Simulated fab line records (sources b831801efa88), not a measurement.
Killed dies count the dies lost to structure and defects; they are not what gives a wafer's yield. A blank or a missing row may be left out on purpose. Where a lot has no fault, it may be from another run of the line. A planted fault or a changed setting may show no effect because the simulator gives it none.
What tool caused it? :: flow sfq line :: 42 wafers sampled from 14 lots at 1 step of a route of 325

== WHAT EACH GAUGE READ, for each wafer ==
No reading from a measuring or inspecting step in the record can be judged against a usual standard deviation.

== TOOL THAT RAN EACH LOT (tool first, then ch and the chambers of the sampled wafers, then the start) ==
lot: L568
SFQ_TRILAYER_I3_VIA_ETCH_VIA_ETCH_088: rie diel-03 ch 0,1,3, day 43 16:54

lot: L569
SFQ_TRILAYER_I3_VIA_ETCH_VIA_ETCH_088: rie diel-03 ch 0,3, day 43 22:54

lot: L570
SFQ_TRILAYER_I3_VIA_ETCH_VIA_ETCH_088: rie diel-03 ch 0,3, day 44 06:06

lot: L572
SFQ_TRILAYER_I3_VIA_ETCH_VIA_ETCH_088: rie diel-02 ch 0,1,2, day 44 23:05

lot: L574
SFQ_TRILAYER_I3_VIA_ETCH_VIA_ETCH_088: rie diel-03 ch 0,1,3, day 45 18:13

lot: L575
SFQ_TRILAYER_I3_VIA_ETCH_VIA_ETCH_088: rie diel-03 ch 0,1,3, day 45 23:01

lot: L576
SFQ_TRILAYER_I3_VIA_ETCH_VIA_ETCH_088: rie diel-04 ch 0,1,2, day 46 00:40

lot: L578
SFQ_TRILAYER_I3_VIA_ETCH_VIA_ETCH_088: rie diel-03 ch 0,3, day 46 22:44

lot: L580
SFQ_TRILAYER_I3_VIA_ETCH_VIA_ETCH_088: rie diel-02 ch 2,3, day 47 15:32

lot: L581
SFQ_TRILAYER_I3_VIA_ETCH_VIA_ETCH_088: rie diel-02 ch 0,1,3, day 48 03:32

lot: L588
SFQ_TRILAYER_I3_VIA_ETCH_VIA_ETCH_088: rie diel-04 ch 0,3, day 51 02:45

lot: L589
SFQ_TRILAYER_I3_VIA_ETCH_VIA_ETCH_088: rie diel-03 ch 0,1,2, day 51 19:33

lot: L590
SFQ_TRILAYER_I3_VIA_ETCH_VIA_ETCH_088: rie diel-02 ch 1,2, day 52 02:45

lot: L591
SFQ_TRILAYER_I3_VIA_ETCH_VIA_ETCH_088: rie diel-03 ch 1,2,3, day 52 11:09
- SFQ_TRILAYER_I3_VIA_ETCH_VIA_ETCH_088: etches SiO2 in CHF3, stops on Nb, target depth 260 nm.

== AS READ BY THE TOOLS THEMSELVES (means over the sampled wafers that have a number; for cases with no such wafer, the mark the record gives instead) ==
SFQ_TRILAYER_I3_VIA_ETCH_VIA_ETCH_088. Usual: bias w 79.99 W, standard deviation 0.23; drypump motor current A 5.7 A, standard deviation 0.34; oes product au 0.856 a.u., standard deviation 0.0059.
lot: L568
tool: rie diel-03
bias w (W): 80.24
drypump motor current A (A): 5.8
oes product au (a.u.): 0.857
flag: 

lot: L569
tool: rie diel-03
bias w (W): 80.06
drypump motor current A (A): 5.4
oes product au (a.u.): 0.859
flag: 

lot: L570
tool: rie diel-03
bias w (W): 79.79
drypump motor current A (A): 5.5
oes product au (a.u.): 0.861
flag: 

lot: L572
tool: rie diel-02
bias w (W): 79.93
drypump motor current A (A): 5.8
oes product au (a.u.): 0.855
flag: 

lot: L574
tool: rie diel-03
bias w (W): 80.17
drypump motor current A (A): 5.8
oes product au (a.u.): 0.858
flag: 

lot: L575
tool: rie diel-03
bias w (W): 79.98
drypump motor current A (A): 5.8
oes product au (a.u.): 0.856
flag: 

lot: L576
tool: rie diel-04
bias w (W): 79.96
drypump motor current A (A): 5.6
oes product au (a.u.): 0.858
flag: 

lot: L578
tool: rie diel-03
bias w (W): 79.98
drypump motor current A (A): 5.4
oes product au (a.u.): 0.856
flag: 

lot: L580
tool: rie diel-02
bias w (W): 77.48
drypump motor current A (A): 5.9
oes product au (a.u.): 0.855
flag: OFF

lot: L581
tool: rie diel-02
bias w (W): 77.37
drypump motor current A (A): 5.6
oes product au (a.u.): 0.855
flag: OFF

lot: L588
tool: rie diel-04
bias w (W): 80.03
drypump motor current A (A): 5.7
oes product au (a.u.): 0.853
flag: 

lot: L589
tool: rie diel-03
bias w (W): 80.19
drypump motor current A (A): 5.9
oes product au (a.u.): 0.851
flag: 

lot: L590
tool: rie diel-02
bias w (W): 80.02
drypump motor current A (A): 5.8
oes product au (a.u.): 0.847
flag: 

lot: L591
tool: rie diel-03
bias w (W): 79.93
drypump motor current A (A): 6.0
oes product au (a.u.): 0.853
flag: 

== THE ANSWER, worked out from the rows above alone ==
Rule: a lot is off if the mean of its wafers that have a number lies more than 3 standard deviations from the usual mean. Also off: a lot with no number at a reading for which 4 or more lots have one. Where the step has rows for the other lots, those lots are counted as sound. After the gauges, taken in route order, come the tools' own readings; for these a lot's mean is taken, as printed above. At the first step where some lot is off, the reading lying furthest off is the one used; lots without a number count as furthest.
Off: L580, L581 (SFQ_TRILAYER_I3_VIA_ETCH_VIA_ETCH_088, bias w).
If a tool, at that step or one of the process steps before it, ran each lot that is off and ran no sound lot following the first of them, it fits. Not one of the candidates tried fits.

== WHAT WAS PUT IN BY THE SIMULATOR ==
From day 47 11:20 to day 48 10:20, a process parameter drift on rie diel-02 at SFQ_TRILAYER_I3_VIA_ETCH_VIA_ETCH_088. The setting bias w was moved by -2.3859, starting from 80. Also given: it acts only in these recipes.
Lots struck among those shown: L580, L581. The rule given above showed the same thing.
